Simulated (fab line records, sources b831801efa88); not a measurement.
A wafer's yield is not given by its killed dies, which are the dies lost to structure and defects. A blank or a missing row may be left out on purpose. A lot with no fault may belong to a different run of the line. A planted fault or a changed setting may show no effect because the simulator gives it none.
Comparing a struck lot with a sound one + flow sky130 + 43 steps out of a route of 708
Sound: the wafers L458.1, L458.4, L458.5. Struck: wafer L472.1 (L472.2, L472.3, from the same lot, were not struck and are left out); the cause is given at the end.
Per side, at each step with rows, come the tool, then ch with its chambers, and then its first start. Under that, the readings that differ: sound wafers + struck wafers + difference of the means + sigmas: that difference in standard deviations of wafers without a fault.
alike: a reading whose means differ by less than 2 such deviations, as well as words and numbers matching on both sides. not compared: withheld readings; readings where some wafer has no value; bounds like >300 that might hide an equal value; numbers whose values overlap and for which the record gives no deviation.
A row with sigmas, a row that says differs or no value, or rows on one side alone: a step with any of these is where the two part. Numbers that have no deviation but don't overlap get no sigmas and don't part them. A reading missing from all wafers of one side parts the sides only when that side holds two or more wafers.

first, 3 steps without rows for these wafers: SKY_VIA4_STRIP_14 (strips in post etch residue remover, time 1200 s); SKY_VIA4_CLEAN_15 (cleans in IPA, time 180 s); SKY_VIA4_CLEAN_16 (cleans in O3/DIW).
SKY_VIA4_SPUTTER_17: material TiN, target thk 20 nm, time 80 s.
  sound: pvd_sputter-04 at day 43 02:40; struck: pvd_sputter-01 at day 46 15:56
  alike: throttle_valve_pct
then, 1 step without rows for these wafers: SKY_VIA4_CVD_18 (deposits W, target thk 505 nm, time 152.14 s).
SKY_VIA4_RS_MEAS_19: measures by four-point-probe.
  sound: film_metro-04 at day 43 02:53; struck: film_metro-02 at day 46 16:08
  alike: VIA4_W_RS
SKY_VIA4_THK_MEAS_20: measures by xrf.
  sound: film_metro-04 at day 43 03:00; struck: film_metro-02 at day 46 16:16
  alike: VIA4_W_THK
SKY_VIA4_CMP_21: polishes, stops on SiO2, t overpolish 25 s, target thk 0 nm.
  sound on cmp-02 ch 0,3, day 43 03:07; struck on cmp-02 ch 1, day 46 16:22
  alike: motor_current_A, overpolish_run_s, retaining_ring_pressure_frac, time_to_endpoint_s
then, 3 steps without rows for these wafers: SKY_METAL5_SPUTTER_00 (material Ti, target thk 15 nm, time 10 s); SKY_METAL5_SPUTTER_01 (material TiN, target thk 20 nm, time 16.7 s); SKY_METAL5_SPUTTER_02 (material AlCu, target thk 1150 nm, time 61.2 s).
SKY_METAL5_SPUTTER_03: material Ti, target thk 5 nm, time 3.3 s.
  sound: pvd_sputter-02 at day 43 03:28; struck: pvd_sputter-04 at day 46 16:46
  alike: throttle_valve_pct
SKY_METAL5_SPUTTER_04: material TiN, target thk 70 nm, time 58.3 s.
  sound: pvd_sputter-02 at day 43 03:29; struck: pvd_sputter-04 at day 46 16:47
| reading                                    | sound          | struck | difference | sigmas |
|--------------------------------------------|----------------|--------|------------|--------|
| model.TiN_of_METAL5_SPUTTER_04.thk_nm (nm) | 70 69.41 69.15 | 53.49  | -16.03     |        |
  alike: throttle_valve_pct
SKY_METAL5_RS_MEAS_05: measures by four-point-probe.
  sound: film_metro-01 at day 43 03:32; struck: film_metro-04 at day 46 16:50
  alike: METAL5_ALCU_RS
SKY_METAL5_THK_MEAS_06: measures by xrf.
  sound: film_metro-01 at day 43 03:39; struck: film_metro-04 at day 46 17:17
| reading              | sound          | struck | difference | sigmas |
|----------------------|----------------|--------|------------|--------|
| METAL5_ALCU_THK (nm) | 1156 1178 1173 | 1205   | +36        | +3     |
  not compared: hold
then, 7 steps without rows for these wafers: SKY_METAL5_HMDS_08 (prime time 60 s); SKY_METAL5_COAT_09 (resist thk 1800 nm); SKY_METAL5_SOFTBAKE_10 (time 60 s); SKY_METAL5_EXPOSE_11 (exposes mask MM5, target cd 1600 nm); SKY_METAL5_PEB_12; SKY_METAL5_DEVELOP_13 (develop time 60 s); SKY_METAL5_DESCUM_14 (chemistry O2, time 11 s).
SKY_METAL5_METAL_ETCH_15: etches the open film in Cl2/BCl3, stops on SiO2, target depth 1260 nm, time 252 s.
  sound on rie_metal-04 ch 0, day 44 02:26; struck on rie_metal-03 ch 0, day 47 13:05
| reading                     | sound       | struck | difference | sigmas |
|-----------------------------|-------------|--------|------------|--------|
| drypump_motor_current_A (A) | 6.4 6.3 6.4 | 4.9    | -1.5       | -3     |
  alike: oes_product_au, throttle_valve_pct
  not compared: rf_hours_counter_h
then, 1 step without rows for these wafers: SKY_METAL5_STRIP_16 (strips in O2/N2).
SKY_METAL5_STRIP_17: strips in post etch residue remover, time 1200 s.
  sound on wet_bench-02 ch 0, day 44 03:01; struck on wet_bench-04 ch 0, day 47 13:25
| reading                                    | sound             | struck | difference | sigmas |
|--------------------------------------------|-------------------|--------|------------|--------|
| model.TiN_of_METAL5_SPUTTER_04.thk_nm (nm) | 69.58 68.99 68.74 | 53.07  | -16.03     |        |
then, 3 steps without rows for these wafers: SKY_METAL5_CLEAN_18 (cleans in IPA, time 180 s); SKY_METAL5_CLEAN_19 (cleans in O3/DIW); SKY_PASSIVATION_CVD_00 (deposits SiO2, target thk 90 nm).
SKY_PASSIVATION_THK_MEAS_01:
  sound: film_metro-01 at day 44 03:32; struck: film_metro-01 at day 47 13:58
  alike: PASSIVATION_CVD_00_THK
then, 1 step without rows for these wafers: SKY_PASSIVATION_CVD_02 (deposits Si3N4, target thk 540 nm).
SKY_PASSIVATION_THK_MEAS_03:
  sound: film_metro-01 at day 44 03:49; struck: film_metro-01 at day 47 14:15
  alike: PASSIVATION_CVD_02_THK
then, 7 steps without rows for these wafers: SKY_PASSIVATION_DEHYDRATE_04 (time 60 s); SKY_PASSIVATION_HMDS_05 (prime time 60 s); SKY_PASSIVATION_COAT_06 (resist thk 3000 nm); SKY_PASSIVATION_SOFTBAKE_07; SKY_PASSIVATION_EXPOSE_08 (exposes mask NSM, target cd 3000 nm); SKY_PASSIVATION_PEB_09; SKY_PASSIVATION_DEVELOP_10 (develop time 60 s).
SKY_PASSIVATION_ETCH_11: etches the open film in CF4/O2, stops on AlCu, target depth 725 nm, time 161.1 s.
  sound on rie_diel-04 ch 0,1, day 45 01:16; struck on rie_diel-04 ch 0, day 48 09:22
| reading                                 | sound             | struck | difference | sigmas |
|-----------------------------------------|-------------------|--------|------------|--------|
| oes_product_au (a.u.)                   | 0.977 0.983 0.977 | 0.952  | -0.027     | -4     |
| model.PASSIVATION.feature_depth_nm (nm) | 712.1 715.1 710.8 | 682.8  | -29.9      |        |
  alike: drypump_motor_current_A, throttle_valve_pct
  not compared: rf_hours_counter_h
SKY_PASSIVATION_STRIP_12: strips in O2/N2.
  sound on plasma_asher-01 ch 0,1, day 45 01:23; struck on plasma_asher-04 ch 0, day 48 09:28
  alike: drypump_motor_current_A, o2_flow_sccm, oes_product_au, strip_time_to_endpoint_s
  not compared: rf_hours_counter_h
then, 1 step without rows for these wafers: SKY_PAD_OPEN_DEHYDRATE_00 (time 60 s).
SKY_PAD_OPEN_ETCH_07: etches the open film in CF4/O2, stops on AlCu, target depth 725 nm, time 161.1 s.
  sound on rie_diel-02 ch 0,3, day 45 22:54; struck on rie_diel-01 ch 2, day 49 03:45
| reading                              | sound             | struck | difference | sigmas |
|--------------------------------------|-------------------|--------|------------|--------|
| oes_product_au (a.u.)                | 0.992 0.989 0.984 | 0.953  | -0.035     | -5     |
| model.PAD_OPEN.feature_depth_nm (nm) | 712.1 715.1 710.8 | 682.8  | -29.9      |        |
  alike: drypump_motor_current_A, throttle_valve_pct
  not compared: rf_hours_counter_h
SKY_PAD_OPEN_PROBE_99:
  sound: prober-02 at day 46 01:18; struck: prober-02 at day 49 06:06
  alike: defect_limited_yield, killed_at_M0_to_M3, killed_at_M4_up, killed_at_contacts, killed_at_front_end, killed_at_other, killed_dies, killed_open, killed_short, sort_bin_3_pad_short, sort_bin_5_function, sort_bin_6_memory, sort_n_pass, sort_yield_pct

WHERE THEY PART
First at SKY_METAL5_THK_MEAS_06; last, within this record, at SKY_PAD_OPEN_ETCH_07. Later steps at which nothing parts them and some readings are alike: SKY_PAD_OPEN_PROBE_99.

WHY: what the simulator had put in
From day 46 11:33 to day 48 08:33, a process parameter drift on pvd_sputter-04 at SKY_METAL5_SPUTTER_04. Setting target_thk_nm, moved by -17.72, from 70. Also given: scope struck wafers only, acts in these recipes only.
